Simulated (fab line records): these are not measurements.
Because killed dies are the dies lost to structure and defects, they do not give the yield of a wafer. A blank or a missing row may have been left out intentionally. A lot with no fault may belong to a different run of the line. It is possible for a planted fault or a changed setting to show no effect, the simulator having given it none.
The tool behind it: which one?	flow gf180mcu	Sampling: 6 lots, 18 wafers, 2 of 602 route steps

WHAT EACH GAUGE READ, for each wafer
GF_HV_LDD_RS_MEAS_53: the measuring method here is four-point-probe.
lot	measured	on	HV_LDD_RS (ohm/sq)
L710	day 13 04:00	film_metro-04	417.7 419.5 418.1
L715	day 14 21:30	film_metro-01	418.2 417.9 418.0
L719	day 15 18:31	film_metro-01	418.8 418.5 417.2
L724	day 17 09:17	film_metro-04	417.9 418.4 417.7
L726	day 18 04:08	film_metro-02	427.3 427.4 425.9
L732	day 19 21:47	film_metro-04	416.8 417.5 417.3

TOOL THAT RAN EACH LOT (tool first, then ch and the chambers of the sampled wafers, then the start)
lot	GF_HV_LDD_IMPLANT_34
L710	implanter-01 ch 0, day 12 07:10
L715	implanter-04 ch 0, day 13 23:55
L719	implanter-01 ch 0, day 14 20:13
L724	implanter-01 ch 0, day 16 09:58
L726	implanter-04 ch 0, day 17 04:50
L732	implanter-01 ch 0, day 18 20:53
- GF_HV_LDD_IMPLANT_34

THE ANSWER, worked out from the rows above alone
Rule: the lots themselves supply what counts as usual. Put in order of their means at a reading, lots are off if they are a third of the lots or fewer, leave a main group of 4 or more, and stand apart from it by a gap of 3 or more times the standard deviation of the main group's means; of several such gaps the widest counts. A main group is skipped when, at the precision printed for the reading in the tables above, its means are all equal. A lot without any number at a reading at which 4 lots or more have one is off too. The other lots that the step has rows for count as sound.
Off: L726, seen at GF_HV_LDD_RS_MEAS_53 (HV_LDD_RS). The main group: mean 418.0 ohm/sq, standard deviation 0.41.
If a tool, at a process step before that reading, ran all the lots that are off and no sound lot after the first of them, it fits. Gauges at GF_HV_LDD_RS_MEAS_53: tried the same way as those tools. 2 tools fit, implanter-04 at GF_HV_LDD_IMPLANT_34 and film_metro-02 at GF_HV_LDD_RS_MEAS_53, so this cannot tell which one it is.

WHAT THE SIMULATOR PUT IN
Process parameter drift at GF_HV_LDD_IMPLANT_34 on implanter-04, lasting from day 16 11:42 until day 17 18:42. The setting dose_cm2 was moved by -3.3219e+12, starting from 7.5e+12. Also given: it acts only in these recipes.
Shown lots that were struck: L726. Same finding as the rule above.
